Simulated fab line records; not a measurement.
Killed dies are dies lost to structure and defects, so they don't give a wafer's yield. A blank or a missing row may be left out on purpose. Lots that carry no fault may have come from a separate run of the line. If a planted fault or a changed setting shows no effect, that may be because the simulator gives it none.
fab line records | flow sky130
record: lots: 13 wafers: 39 last_day: 50
route steps=708 shown LDD_P@266 LDD_HVP@285 SD_N@352 METAL1@438
lots with no fault: from the same line, run without faults
start_h: hours from the record's opening day to when the first of the lot's shown wafers began | wait_h: how many hours have passed since the lot's step before this one | " same as the row above | L1.1+2: several wafers, shown together as one row | - no value, or no start was given | * or withheld: withheld | < > ~ a bound
route shown NAME@n: NAME is a module with steps in the file, n the number in the route of the first one | usual: the fault-free wafers' mean and standard deviation | same: alike in all rows | chamber/n: place in a boat | sites: each site's reading | _std_site: how widely they spread, as a standard deviation | _edge_site: the outer-site mean with the inner-site mean subtracted | radius_mm: how far each site lies from the wafer's centre | mask NAME#n: copy n | behind: the tool/chamber that last shaped the wafer | hold: the reason the lot was held/the length of the hold in hours/how it ended | device: whichever transistor did not switch (one of n, p or np) | end of line: the tests these same wafers got at the end of their route | step lacking rows: just its recipe | killed: dies lost to structure and defects at the first sort, not the wafer's yield | map: a wafer's dies, x killed, . not, _ none there
set.NAME: the setting the step ran with; set.NAME@STEP: the setting that earlier step ran with | model.NAME: the simulator's own value behind a step, which no gauge read
route steps across a sampled set of lots; one table per step, one row per wafer
services: when a tool's chamber went out of use (start_h, in hours from the record's first day, below 0 if earlier), for how many hours, and the reason
== steps ==
step: SKY_LDD_P_TW_MEAS_11
usual: LDD_P_TW: 628/3.6
columns lot.wafer tool chamber start_h wait_h LDD_P_TW
L462.1 film_metro-01 - 444.09 0.1 628
L462.2 " - " " 626
L462.3 " - " " 623
L464.1 film_metro-01 - 469.67 0.1 626
L464.3 " - " " 623
L464.6 " - " " 623
L465.4 film_metro-04 - 475.12 0.1 632
L465.5 " - " " 631
L465.6 " - " " 631
L466.2 film_metro-03 - 490.28 0.1 626
L466.3 " - " " 628
L466.4 " - " " 626
L468.3 film_metro-04 - 512.06 0.1 632
L468.4 " - " " 629
L468.5 " - " " 630
L469.2 film_metro-01 - 516.08 0.1 630
L469.3 " - " " 631
L469.4 " - " " 633
L470.4 film_metro-04 - 527.70 0.1 631
L470.5 " - " " 631
L470.6 " - " " 632
L471.3 film_metro-01 - 528.99 0.1 626
L471.4 " - " " 625
L471.5 " - " " 627
L473.3 film_metro-03 - 557.59 0.1 627
L473.5 " - " " 629
L473.6 " - " " 631
L482.4 film_metro-01 - 613.27 0.1 627
L482.5 " - " " 630
L482.6 " - " " 628
L484.2 film_metro-03 - 617.98 0.1 627
L484.3 " - " " 625
L484.5 " - " " 623
L483.1 film_metro-01 - 618.99 0.1 630
L483.2 " - " " 629
L483.4 " - " " 633
L485.1 film_metro-01 - 637.28 0.1 622
L485.4 " - " " 623
L485.5 " - " " 624
step: SKY_LDD_HVP_OVL_MEAS_07
usual: LDD_HVP_OVL: 0.4/1.3
columns lot.wafer tool chamber start_h wait_h LDD_HVP_OVL[nm]
L462.1 overlay-02 - 505.38 0.1 2.6
L462.2 " - " " -0.4
L462.3 " - " " -1.0
L464.1 overlay-02 - 529.56 0.1 1.9
L464.3 " - " " 0.2
L464.6 " - " " 0.5
L465.4 overlay-02 - 534.73 0.1 -0.7
L465.5 " - " " 0.2
L465.6 " - " " 1.6
L466.2 overlay-02 - 552.59 0.1 1.5
L466.3 " - " " 2.3
L466.4 " - " " 1.8
L468.3 overlay-02 - 572.47 0.1 -0.1
L468.4 " - " " 0.2
L468.5 " - " " 1.0
L469.2 overlay-02 - 575.32 0.1 2.2
L469.3 " - " " 0.8
L469.4 " - " " 2.1
L470.4 overlay-01 - 587.38 0.1 1.9
L470.5 " - " " -1.7
L470.6 " - " " -2.5
L471.3 overlay-01 - 589.22 0.1 -0.6
L471.4 " - " " 0.5
L471.5 " - " " -0.2
L473.3 overlay-02 - 615.27 0.1 -1.5
L473.5 " - " " 0.3
L473.6 " - " " -2.7
L482.4 overlay-01 - 670.90 0.1 0.1
L482.5 " - " " -0.6
L482.6 " - " " -2.7
L484.2 overlay-02 - 673.77 0.1 -2.0
L484.3 " - " " 0.0
L484.5 " - " " -1.0
L483.1 overlay-02 - 676.43 0.1 0.1
L483.2 " - " " -1.0
L483.4 " - " " 0.7
L485.1 overlay-02 - 693.01 0.1 1.0
L485.4 " - " " -1.5
L485.5 " - " " 0.2
step: SKY_SD_N_IMPLANT_10
recipe: species: P energy_kev: 20 dose_cm2: 1e+14 tilt_deg: 0
usual: beam_on_s: 10.6/0.67 dose_ions_cm2: 9.996e+13/1.1e+11 faraday_current_uA: 534/33
columns lot.wafer tool chamber start_h wait_h beam_on_s dose_ions_cm2 faraday_current_uA
L462.1 implanter-01 0 656.59 0.1 11.2 9.983e+13 502
L462.2 " 0 " " 11.3 9.985e+13 500
L462.3 " 0 " " 11.2 1.0009e+14 507
L464.1 implanter-02 0 678.79 0.1 9.7 1.001e+14 578
L464.3 " 0 " " 10.4 1.0007e+14 545
L464.6 " 0 " " 9.9 1.002e+14 572
L465.4 implanter-01 0 685.56 0.1 11.4 1.0009e+14 492
L465.5 " 0 " " 11.2 1.0002e+14 504
L465.6 " 0 " " 11.1 9.988e+13 509
L466.2 implanter-04 0 699.71 0.1 10.3 1.0014e+14 550
L466.3 " 0 " " 10.1 1.0007e+14 555
L466.4 " 0 " " 10.1 9.989e+13 557
L468.3 implanter-04 0 719.62 0.1 9.8 9.997e+13 573
L468.4 " 0 " " 10.0 1.0013e+14 566
L468.5 " 0 " " 9.9 9.993e+13 566
L469.2 implanter-04 0 721.40 0.1 10.0 9.992e+13 565
L469.3 " 0 " " 10.1 1e+14 558
L469.4 " 0 " " 10.0 1.0002e+14 562
L470.4 implanter-02 0 733.19 0.1 10.0 9.994e+13 563
L470.5 " 0 " " 9.6 1.0014e+14 585
L470.6 " 0 " " 9.6 1.0002e+14 586
L471.3 implanter-01 0 733.54 0.1 12.0 1e+14 470
L471.4 " 0 " " 11.1 9.999e+13 506
L471.5 " 0 " " 11.3 1.0007e+14 500
L473.3 implanter-02 0 758.19 0.1 9.9 9.969e+13 568
L473.5 " 0 " " 10.4 9.988e+13 543
L473.6 " 0 " " 10.1 1.0006e+14 558
L482.4 implanter-01 0 810.77 0.1 10.1 9.89e+12 56
L482.5 " 0 " " 10.0 9.84e+12 57
L482.6 " 0 " " 10.0 9.94e+12 56
L484.2 implanter-02 0 813.70 0.1 10.3 9.997e+13 548
L484.3 " 0 " " 10.5 1e+14 538
L484.5 " 0 " " 10.2 9.991e+13 552
L483.1 implanter-01 0 815.12 0.1 9.9 1.018e+13 57
L483.2 " 0 " " 9.9 9.98e+12 57
L483.4 " 0 " " 9.9 9.99e+12 57
L485.1 implanter-02 0 832.72 0.1 10.2 9.995e+13 552
L485.4 " 0 " " 10.1 1.0018e+14 560
L485.5 " 0 " " 10.6 9.999e+13 528
step: SKY_SD_N_RS_MEAS_16
recipe: thk_meas_gauge: four-point-probe
usual: SD_N_RS: 68.63/0.1
columns lot.wafer tool chamber start_h wait_h SD_N_RS[ohm/sq]
L462.1 film_metro-01 - 657.13 0.1 68.57
L462.2 " - " " 68.57
L462.3 " - " " 68.58
L464.1 film_metro-04 - 679.32 0.1 68.68
L464.3 " - " " 68.70
L464.6 " - " " 68.79
L465.4 film_metro-01 - 686.08 0.1 68.53
L465.5 " - " " 68.49
L465.6 " - " " 68.55
L466.2 film_metro-04 - 700.25 0.1 68.55
L466.3 " - " " 68.34
L466.4 " - " " 68.52
L468.3 film_metro-04 - 720.15 0.1 68.66
L468.4 " - " " 68.55
L468.5 " - " " 68.63
L469.2 film_metro-04 - 721.92 0.1 68.46
L469.3 " - " " 68.49
L469.4 " - " " 68.55
L470.4 film_metro-01 - 733.71 0.1 68.67
L470.5 " - " " 68.50
L470.6 " - " " 68.71
L471.3 film_metro-04 - 734.06 0.1 68.52
L471.4 " - " " 68.61
L471.5 " - " " 68.67
L473.3 film_metro-04 - 758.72 0.1 68.72
L473.5 " - " " 68.49
L473.6 " - " " 68.77
L482.4 film_metro-01 - 811.28 0.1 70.48
L482.5 " - " " 70.50
L482.6 " - " " 70.39
L484.2 film_metro-01 - 814.22 0.1 68.56
L484.3 " - " " 68.70
L484.5 " - " " 68.63
L483.1 film_metro-01 - 815.65 0.1 70.60
L483.2 " - " " 70.62
L483.4 " - " " 70.68
L485.1 film_metro-01 - 833.26 0.1 68.72
L485.4 " - " " 68.63
L485.5 " - " " 68.75
step: SKY_METAL1_SPUTTER_04
recipe: material: TiN target_thk_nm: 70 power_w: 6500 time_s: 58.3 chamber_pressure_pa: 0.4
usual: throttle_valve_pct: 30.2/0.75
columns lot.wafer tool chamber start_h wait_h throttle_valve_pct
L462.1 pvd_sputter-03 - 746.28 0.0 29.8
L462.2 " - " " 30.5
L462.3 " - " " 30.4
L464.1 pvd_sputter-01 - 767.04 0.0 30.4
L464.3 " - " " 29.4
L464.6 " - " " 29.3
L465.4 pvd_sputter-03 - 773.89 0.0 31.9
L465.5 " - " " 29.6
L465.6 " - " " 30.3
L466.2 pvd_sputter-01 - 787.08 0.0 29.6
L466.3 " - " " 31.1
L466.4 " - " " 30.3
L468.3 pvd_sputter-04 - 808.54 0.0 30.2
L468.4 " - " " 28.4
L468.5 " - " " 28.4
L469.2 pvd_sputter-01 - 808.97 0.0 29.5
L469.3 " - " " 30.5
L469.4 " - " " 30.2
L470.4 pvd_sputter-01 - 820.12 0.0 30.6
L470.5 " - " " 30.3
L470.6 " - " " 30.1
L471.3 pvd_sputter-04 - 821.41 0.0 29.7
L471.4 " - " " 30.4
L471.5 " - " " 28.3
L473.3 pvd_sputter-04 - 844.48 0.0 28.4
L473.5 " - " " 28.3
L473.6 " - " " 29.6
L482.4 pvd_sputter-01 - 895.06 0.0 30.2
L482.5 " - " " 30.4
L482.6 " - " " 29.5
L484.2 pvd_sputter-01 - 898.48 0.0 30.2
L484.3 " - " " 29.5
L484.5 " - " " 30.4
L483.1 pvd_sputter-03 - 900.10 0.0 30.8
L483.2 " - " " 31.9
L483.4 " - " " 30.6
L485.1 pvd_sputter-01 - 916.01 0.0 29.4
L485.4 " - " " 30.4
L485.5 " - " " 29.2
== services ==
columns tool chamber start_h hours kind
implanter-02 - 640.31 12.2 pm
pvd_sputter-03 - 640.39 3.1 repair
pvd_sputter-01 - 648.81 14.7 repair
pvd_sputter-03 - 670.86 1.8 repair
implanter-02 - 684.53 4.3 repair
implanter-04 - 685.81 2.6 repair
implanter-04 - 708.64 2.4 repair
pvd_sputter-03 3 764.06 - consumable_replace:kit
pvd_sputter-03 3 764.06 18.0 scheduled_down
pvd_sputter-03 3 764.06 18.0 vent_cycle
pvd_sputter-01 - 773.00 3.9 repair
implanter-01 - 819.78 2.3 pm
pvd_sputter-03 - 849.88 1.2 repair
implanter-01 - 869.71 6.6 repair
pvd_sputter-01 - 882.13 3.1 repair
implanter-04 - 887.54 0.8 repair
pvd_sputter-01 2 900.86 - consumable_replace:kit
pvd_sputter-01 2 900.86 18.0 scheduled_down
pvd_sputter-01 2 900.86 18.0 vent_cycle
implanter-01 - 905.99 25.1 pm
== key ==
first_sign: step: SKY_SD_N_IMPLANT_10 reading: dose_ions_cm2 direction: down sigmas: 99+ usual: * struck: *
effect: step: SKY_SD_N_IMPLANT_10 reading: faraday_current_uA direction: down sigmas: 14 usual: 534 struck: 57
effect: step: SKY_SD_N_RS_MEAS_16 reading: SD_N_RS direction: up sigmas: 19 usual: 68.63 struck: 70.54
met_at SKY_SD_N_IMPLANT_10
struck_lots L482,L483
tester_left_out L482,L483
not_acting_at SKY_LDD_P_TW_MEAS_11,SKY_LDD_HVP_OVL_MEAS_07,SKY_METAL1_SPUTTER_04
onset_between 733.54 810.77
fault: kind: process_parameter_drift tool: implanter-01 chamber: - onset_h: 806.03 steps: SKY_SD_N_IMPLANT_10 channel: dose_cm2 offset: * shape: step end_h: 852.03 acts_in: * stated: *
tester_left_out: of these lots the tester's yield and bins aren't shown, on N5 and GAA mostly nor the transistor test; their killed dies are dies lost to structure and defects alone, not to doping, threshold or leakage, so they don't give the yield
